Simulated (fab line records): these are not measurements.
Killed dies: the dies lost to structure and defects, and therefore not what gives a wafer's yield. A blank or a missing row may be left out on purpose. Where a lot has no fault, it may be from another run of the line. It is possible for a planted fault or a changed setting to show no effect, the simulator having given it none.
The tool behind it: which one? ; flow gf180mcu ; 12 lots with 36 wafers sampled at 5 steps, on a route of 602 steps

## WHAT EACH GAUGE READ, for each wafer
GF_STI_BOW_MEAS_00.
lot;measured;on;INCOMING_BOW (um)
L357;day 1 20:00;filmMetro-02;-1 -2 -7
L358;day 2 01:00;filmMetro-03;5 11 -14
L360;day 2 11:00;filmMetro-02;3 -13 11
L363;day 3 02:00;filmMetro-03;-11 -6 -7
L364;day 3 07:01;filmMetro-02;-3 -12 -2
L365;day 3 12:02;filmMetro-02;-18 1 6
L366;day 3 17:04;filmMetro-03;0 18 10
L367;day 3 22:01;filmMetro-02;-13 -5 0
L368;day 4 03:01;filmMetro-02;-4 -3 4
L375;day 5 14:02;filmMetro-01;-1 -1 4
L377;day 6 00:00;filmMetro-02;-1 -11 -1
L378;day 6 05:01;filmMetro-02;10 -1 6

GF_STI_THK_MEAS_04.
lot;measured;on;STI_CVD_03_THK (nm)
L357;day 1 23:34;filmMetro-01;206.4 205.0 205.0
L358;day 2 05:41;filmMetro-01;208.0 207.3 206.0
L360;day 2 14:34;filmMetro-02;205.7 204.7 204.5
L363;day 3 06:33;filmMetro-02;206.0 207.3 207.4
L364;day 3 11:30;filmMetro-01;204.5 204.7 205.1
L365;day 3 16:13;filmMetro-01;204.5 205.0 203.7
L366;day 3 20:35;filmMetro-03;205.0 204.7 203.5
L367;day 4 02:47;filmMetro-01;209.2 209.3 208.9
L368;day 4 06:45;filmMetro-02;207.0 208.4 207.8
L375;day 5 18:34;filmMetro-03;204.8 204.3 206.9
L377;day 6 06:37;filmMetro-02;206.3 207.1 207.2
L378;day 6 10:32;filmMetro-03;207.3 208.7 208.3

GF_NWELL_TW_MEAS_11.
lot;measured;on;NWELL_TW
L357;day 3 18:04;filmMetro-04;1575 1575 1586
L358;day 4 01:49;filmMetro-01;1577 1570 1580
L360;day 4 10:23;filmMetro-04;1584 1586 1569
L363;day 5 03:58;filmMetro-03;1584 1591 1577
L364;day 5 10:15;filmMetro-03;1581 1588 1587
L365;day 5 15:03;filmMetro-03;1586 1587 1578
L366;day 5 21:28;filmMetro-04;1595 1592 1599
L367;day 6 00:48;filmMetro-01;1596 1595 1588
L368;day 6 09:56;filmMetro-03;1581 1586 1577
L375;day 7 21:32;filmMetro-04;1462 1457 1467
L377;day 8 11:38;filmMetro-04;1459 1453 1457
L378;day 8 18:59;filmMetro-04;1580 1592 1585

GF_VT_IMPLANT_RS_MEAS_47: measures by four-point-probe.
lot;measured;on;NWELL_RS (ohm/sq)
L357;day 8 02:39;filmMetro-01;487.7 486.9 488.1
L358;day 8 12:07;filmMetro-04;488.6 489.6 489.7
L360;day 8 22:06;filmMetro-03;488.0 486.8 487.6
L363;day 9 16:54;filmMetro-04;487.6 488.8 489.1
L364;day 10 00:41;filmMetro-04;488.8 489.6 487.9
L365;day 10 08:44;filmMetro-03;488.1 488.4 489.0
L366;day 10 17:38;filmMetro-04;487.3 487.9 487.5
L367;day 10 19:17;filmMetro-01;488.4 489.1 488.4
L368;day 11 06:20;filmMetro-03;486.8 487.5 488.7
L375;day 13 06:03;filmMetro-03;566.8 569.8 567.5
L377;day 14 00:06;filmMetro-03;570.8 570.0 569.7
L378;day 14 05:37;filmMetro-04;488.1 487.0 486.4

## WHAT TOOL EACH LOT RAN ON (gives the tool, then ch and the chambers of the sampled wafers, and finally the start)
lot;GF_NWELL_IMPLANT_08
L357;implanter-02 ch 0, day 3 17:40
L358;implanter-02 ch 0, day 4 01:25
L360;implanter-02 ch 0, day 4 09:59
L363;implanter-04 ch 0, day 5 03:31
L364;implanter-04 ch 0, day 5 09:51
L365;implanter-02 ch 0, day 5 14:41
L366;implanter-02 ch 0, day 5 21:06
L367;implanter-03 ch 0, day 6 00:25
L368;implanter-03 ch 0, day 6 09:33
L375;implanter-04 ch 0, day 7 21:10
L377;implanter-04 ch 0, day 8 11:14
L378;implanter-03 ch 0, day 8 18:33
- GF_NWELL_IMPLANT_08

## WHAT THE TOOLS THEMSELVES READ (means of the sampled wafers that have a number; where no wafer has one, the mark that the record gives instead)
GF_NWELL_IMPLANT_08.
lot;tool;doseIonsCm2;faradayCurrentUA
L357;implanter-02;1.5015e+13;83.4
L358;implanter-02;1.5008e+13;86.5
L360;implanter-02;1.4997e+13;83.8
L363;implanter-04;1.5004e+13;85.4
L364;implanter-04;1.5008e+13;84.5
L365;implanter-02;1.4978e+13;85.6
L366;implanter-02;1.4977e+13;84.1
L367;implanter-03;1.5017e+13;84.7
L368;implanter-03;1.5020e+13;83.2
L375;implanter-04;1.1202e+13;63.3
L377;implanter-04;1.1205e+13;63.5
L378;implanter-03;1.4999e+13;84.7

## THE ANSWER, worked out from the rows above alone
Rule: the lots themselves supply what counts as usual. Put in order of their means at a reading, lots are off if they are a third of the lots or fewer, leave a main group of 4 or more, and stand apart from it by a gap of 3 or more times the standard deviation of the main group's means; of several such gaps the widest counts. Not used: any main group whose means are identical at the precision the tables above print for the reading. A lot without any number at a reading at which 4 lots or more have one is off too. Any other lot the step has rows for is counted as sound. Order of review: gauges by route order, followed by the tools' own readings, for which a lot's mean as printed above is used. The first step at which some lot is off is used, and at that step the reading that is off furthest; a lot without a number counts as furthest.
Off: at GF_NWELL_TW_MEAS_11 (NWELL_TW), L375, L377. For the main group the mean is 1584 and the standard deviation 5.8.
A tool fits if, at a process step before that reading, it ran every lot that is off, and no sound lot after the first of them. Not tried: the gauges at GF_NWELL_TW_MEAS_11; whatever is off there is also off at GF_VT_IMPLANT_RS_MEAS_47, on other tools, and gauge error can't account for it. One fits: GF_NWELL_IMPLANT_08 on implanter-04. Its last sound lot is L364 (day 5 09:51), its first lot that is off L375 (day 7 21:10): a fault that began between those two fits.
The tool's own readings at GF_NWELL_IMPLANT_08 bear it out: on the lots that are off they differ by more than 5 times the standard deviation of the sound lots' means. doseIonsCm2 reads 1.1204e+13 there against 1.5002e+13 on the sound lots; faradayCurrentUA reads 63.4 there against 84.6 on the sound lots.

## WHAT THE SIMULATOR PUT IN
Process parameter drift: implanter-04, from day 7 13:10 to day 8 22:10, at GF_NWELL_IMPLANT_08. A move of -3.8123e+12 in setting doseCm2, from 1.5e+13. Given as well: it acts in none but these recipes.
Lots struck among those shown: L375, L377. This agrees with what the rule above found.
